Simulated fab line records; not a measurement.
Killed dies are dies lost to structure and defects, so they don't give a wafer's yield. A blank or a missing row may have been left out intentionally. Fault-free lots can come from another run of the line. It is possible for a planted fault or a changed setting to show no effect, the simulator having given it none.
The same fault as seen by 2 desks + flow gf180mcu + only its own numbers are on each desk; what lay behind them is given at the end

== AT THE METROLOGY DESK ==
What the gauges read for every lot (on any tool): the sampled wafers with a number, averaged. Marked OUT: a lot whose mean sits more than 4 standard deviations from the usual mean, which makes it out of limits; the brackets give that distance.
Columns: A = cdNm at GF_CONTACT_CD_MEAS_14, usual 221.0 nm
| lot  | first seen here | A     |
|------|-----------------|-------|
| L950 | day 15 19:06    | 220.5 |
| L951 | day 16 09:17    | 221.3 |
| L953 | day 16 19:23    | 221.8 |
| L952 | day 17 02:27    | 223.2 |
| L954 | day 17 05:35    | 221.1 |
| L959 | day 19 07:56    | 217.6 |
| L962 | day 20 11:12    | 220.2 |
| L969 | day 22 18:50    | 219.6 |
| L970 | day 23 10:53    | 219.9 |
| L971 | day 23 18:12    | 221.1 |
| L972 | day 24 02:25    | 220.2 |
| L973 | day 24 05:41    | 220.6 |
Finding of this desk: none of the 12 lots has anything out of limits.

== FOR THE TOOL OWNER'S DESK: lithoTrack-01 ==
The tool's own readings at GF_CONTACT_COAT_09 (resist thk 1000 nm): means of the sampled wafers that have a number, for each lot that ran on this tool. Marked OUT: a lot whose mean sits more than 4 standard deviations from the usual mean, which makes it out of limits; the brackets give that distance.
Columns: A = resistLineTempC at GF_CONTACT_COAT_09, usual 22.99 C
| lot  | first seen here | A     |
|------|-----------------|-------|
| L950 | day 15 08:00    | 23.07 |
| L953 | day 16 07:00    | 23.14 |
| L959 | day 18 19:00    | 22.95 |
| L962 | day 19 22:00    | 22.88 |
Finding of this desk: none of the 4 lots has anything out of limits.

== PUT TOGETHER ==
Metrology desk: nothing out of limits seen.
The tool owner's desk saw nothing out of limits.

== WHAT WAS PUT IN BY THE SIMULATOR ==
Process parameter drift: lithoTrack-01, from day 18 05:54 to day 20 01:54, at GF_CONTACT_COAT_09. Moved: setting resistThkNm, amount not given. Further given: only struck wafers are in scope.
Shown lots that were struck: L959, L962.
